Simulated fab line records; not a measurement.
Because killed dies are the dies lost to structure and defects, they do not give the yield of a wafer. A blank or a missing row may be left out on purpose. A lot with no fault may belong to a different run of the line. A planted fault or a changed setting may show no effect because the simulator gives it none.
Code-filled problem report in 8D (eight disciplines) form	flow gf180mcu	the parts of the form that need people (team, actions taken, sign-off) are left out

## 1. WHAT IS WRONG
V5_CVD_02_THK at GF_V5_THK_MEAS_03 reads a mean of 953 nm on 3 wafers of 2 lots; wafers without a fault read 1455 nm with a standard deviation of 19. Measured from the usual mean, that is -26 standard deviations.
Earliest sighting: wafer L740.1 on filmMetro-04 at day 31 07:35. The record has a number at this step for 42 wafers belonging to 14 lots. Rule for "out" (also "out of limits"): further than 4 standard deviations from the usual mean. The rest of the wafers with a number are treated as sound.

## 2. WHAT THIS IS AND IS NOT
question	is	is not
which readings at this step	V5_CVD_02_THK	-
which lots	L740, L744	L724, L726, L727, L730, L731, L732, L733, L735, L736, L737, L746, L747
which wafers of those lots	L740.1, L740.5, L744.4	L740.2, L744.2, L744.3
read on which gauges	filmMetro-04	filmMetro-02, filmMetro-03
when	from day 31 07:35	up to then (31 sound wafers); but 8 sound wafers of L744, L746, L747 came after

## 3. WHAT RULES OUT EACH SUSPECT
Counting: a tool at a process step up to the reading stays a suspect if it ran every lot that is out. Sound lots after the first of them don't rule it out here, since some wafers of a struck lot are sound.
- the gauge at GF_V5_THK_MEAS_03: kept. All the wafers that are out were read on filmMetro-04, and no step on other tools shows them out.
- pecvd-01 at GF_V5_CVD_02 (deposits SiO2 from TEOS, target thk 1450 nm, time 163.28 s): kept. It processed each lot that is out (first: L740, day 31 07:29); up to then, its last sound lot is L735 (day 30 02:51).
After counting, pecvd-01 at GF_V5_CVD_02 and filmMetro-04 at GF_V5_THK_MEAS_03 remain.

## 4. THE CAUSE (what the simulator had put in)
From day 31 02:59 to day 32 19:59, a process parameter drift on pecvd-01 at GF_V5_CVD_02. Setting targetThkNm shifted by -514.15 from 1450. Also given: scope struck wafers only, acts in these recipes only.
Counting leaves 2 suspects; this tool is one of them.

## 5. THE CHAIN OF EFFECTS, in route order
Each row: a reading whose mean over the struck wafers that have a number lies more than 3 standard deviations from the usual. Readings are gone through only where the record gives a usual standard deviation; hours: the median, over the lots, of the time from a lot's start at the first step in this table giving one to that lot's start at this step; sigmas: the change measured in usual standard deviations.
hours	step	reading	usual	on struck wafers	change	sigmas
0	GF_V5_THK_MEAS_03	V5_CVD_02_THK	1455 nm	953	-502	-26
Later steps that measure or inspect, where all struck wafers having a row at the step show a number for every such reading and not one has moved that far: GF_V5_OVL_MEAS_15.

## 6. HOW IT WOULD HAVE BEEN CAUGHT EARLIER
In this record the first reading out of limits at a measuring or inspecting step was taken at day 31 07:35, 5 hours after the fault began at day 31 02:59.
No tool reading at GF_V5_CVD_02 that has a usual standard deviation in the record was out on any struck wafer, so an alarm limit of 4 standard deviations on those readings would not have fired.
Of the lots that are out (2), L744 began GF_V5_CVD_02 on pecvd-01 after day 31 07:35. Putting the tool on hold at that point would have spared it.
